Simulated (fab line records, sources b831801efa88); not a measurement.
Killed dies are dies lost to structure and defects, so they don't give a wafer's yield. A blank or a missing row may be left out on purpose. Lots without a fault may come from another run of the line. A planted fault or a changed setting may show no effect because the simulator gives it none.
Tool commonality check | flow sky130 | 13 lots, 45 wafers sampled

WHY IT WAS OPENED
At SKY_CAPM_THK_MEAS_01 the reading CAPM_CVD_00_THK is flagged on 2 of 13 lots. Wafers without a fault read 15.50 nm, standard deviation 0.22.
Rule: a lot is flagged when every wafer of it that has a number lies more than 4 standard deviations from that mean, or none has a number. The other lots count as sound.

lot  | measured     | on            | CAPM_CVD_00_THK (nm), wafer by wafer | flag
L856 | day 36 01:56 | film_metro-03 | 15.20 15.63 15.41                    |
L857 | day 36 20:04 | film_metro-04 | 15.43 15.64 15.49                    |
L858 | day 36 21:05 | film_metro-01 | 15.18 15.29 15.82                    |
L859 | day 37 10:57 | film_metro-01 | 15.39 15.71 15.54                    |
L862 | day 38 16:59 | film_metro-01 | 15.19 15.74 15.52                    |
L864 | day 38 23:14 | film_metro-03 | 26.11 26.71 26.42 26.11 26.72 26.51  | FLAGGED
L868 | day 40 04:59 | film_metro-01 | 15.52 15.62 15.83                    |
L869 | day 40 15:29 | film_metro-01 | 26.18 26.40 26.62 26.18 26.40 26.61  | FLAGGED
L870 | day 40 16:11 | film_metro-01 | 15.34 15.35 15.67                    |
L871 | day 41 11:31 | film_metro-03 | 15.21 15.41 15.47                    |
L873 | day 41 22:46 | film_metro-04 | 15.22 15.18 15.15                    |
L879 | day 43 16:46 | film_metro-03 | 15.36 15.28 15.32                    |
L878 | day 44 18:28 | film_metro-03 | 15.56 15.65 15.90                    |
The numbers of the flagged lots are 26.41 nm on average: +10.91 nm against the usual, or +50 standard deviations.

WHICH TOOL RAN EACH LOT
The record holds 3 process steps before the reading, out of a route of 708 steps. In each cell: the tool, then ch and the chambers that the sampled wafers went through, then the start.
lot  | flag    | SKY_METAL3_SPUTTER_00        | SKY_METAL3_SPUTTER_02        | SKY_CAPM_CVD_00
L856 |         | pvd_sputter-04, day 36 01:44 | pvd_sputter-04, day 36 01:47 | pecvd-03 ch 0,2, day 36 01:53
L857 |         | pvd_sputter-03, day 36 19:52 | pvd_sputter-03, day 36 19:55 | pecvd-02 ch 0,1,2, day 36 20:02
L858 |         | pvd_sputter-04, day 36 20:53 | pvd_sputter-04, day 36 20:56 | pecvd-01 ch 1,2, day 36 21:04
L859 |         | pvd_sputter-01, day 37 10:45 | pvd_sputter-01, day 37 10:48 | pecvd-03 ch 0,1,2, day 37 10:55
L862 |         | pvd_sputter-04, day 38 16:48 | pvd_sputter-04, day 38 16:51 | pecvd-03 ch 0,2, day 38 16:58
L864 | FLAGGED | pvd_sputter-03, day 38 23:02 | pvd_sputter-03, day 38 23:05 | pecvd-01 ch 0,1, day 38 23:12
L868 |         | pvd_sputter-01, day 40 04:49 | pvd_sputter-01, day 40 04:52 | pecvd-03 ch 0,1, day 40 04:58
L869 | FLAGGED | pvd_sputter-04, day 40 15:18 | pvd_sputter-04, day 40 15:21 | pecvd-01 ch 0,1,2, day 40 15:28
L870 |         | pvd_sputter-01, day 40 15:59 | pvd_sputter-01, day 40 16:02 | pecvd-03 ch 0,1, day 40 16:09
L871 |         | pvd_sputter-04, day 41 11:19 | pvd_sputter-04, day 41 11:22 | pecvd-02 ch 1,2, day 41 11:29
L873 |         | pvd_sputter-03, day 41 22:34 | pvd_sputter-03, day 41 22:37 | pecvd-03 ch 1,2, day 41 22:44
L879 |         | pvd_sputter-04, day 43 16:35 | pvd_sputter-04, day 43 16:38 | pecvd-03 ch 0,2, day 43 16:44
L878 |         | pvd_sputter-01, day 44 18:18 | pvd_sputter-01, day 44 18:20 | pecvd-01 ch 0,2, day 44 18:27
What these steps do:
- SKY_METAL3_SPUTTER_00: material Ti, target thk 15 nm, time 10 s.
- SKY_METAL3_SPUTTER_02: material AlCu, target thk 735 nm, time 39.1 s.
- SKY_CAPM_CVD_00: deposits SiO2, target thk 15.5 nm.
- SKY_CAPM_THK_MEAS_01

FLAGGED OVER TOTAL, TOOL BY TOOL (the gauges that took the reading come last)
step                  | tool           | lots run | flagged | share of the flagged lots | sound lots run after its first flagged lot
SKY_METAL3_SPUTTER_00 | pvd_sputter-01 | 4        | 0       | none                      | -
SKY_METAL3_SPUTTER_00 | pvd_sputter-03 | 3        | 1       | some                      | 1 (L873)
SKY_METAL3_SPUTTER_00 | pvd_sputter-04 | 6        | 1       | some                      | 2 (L871,L879)
SKY_METAL3_SPUTTER_02 | pvd_sputter-01 | 4        | 0       | none                      | -
SKY_METAL3_SPUTTER_02 | pvd_sputter-03 | 3        | 1       | some                      | 1 (L873)
SKY_METAL3_SPUTTER_02 | pvd_sputter-04 | 6        | 1       | some                      | 2 (L871,L879)
SKY_CAPM_CVD_00       | pecvd-01       | 4        | 2       | all                       | 1 (L878)
SKY_CAPM_CVD_00       | pecvd-02       | 2        | 0       | none                      | -
SKY_CAPM_CVD_00       | pecvd-03       | 7        | 0       | none                      | -
SKY_CAPM_THK_MEAS_01  | film_metro-01  | 6        | 1       | some                      | 1 (L870)
SKY_CAPM_THK_MEAS_01  | film_metro-03  | 5        | 1       | some                      | 3 (L871,L879,L878)
SKY_CAPM_THK_MEAS_01  | film_metro-04  | 2        | 0       | none                      | -

WHAT THE TABLE ALLOWS
1 row of the table ran every flagged lot: pecvd-01 at SKY_CAPM_CVD_00.
- pecvd-01 at SKY_CAPM_CVD_00: 2 of its 4 lots flagged. Sound lots ran on it after the first flagged one (L878), which a lasting fault on the whole tool wouldn't allow.
No row of the table ran every flagged lot and no sound lot after the first.

WHAT THE SIMULATOR HAD PUT IN
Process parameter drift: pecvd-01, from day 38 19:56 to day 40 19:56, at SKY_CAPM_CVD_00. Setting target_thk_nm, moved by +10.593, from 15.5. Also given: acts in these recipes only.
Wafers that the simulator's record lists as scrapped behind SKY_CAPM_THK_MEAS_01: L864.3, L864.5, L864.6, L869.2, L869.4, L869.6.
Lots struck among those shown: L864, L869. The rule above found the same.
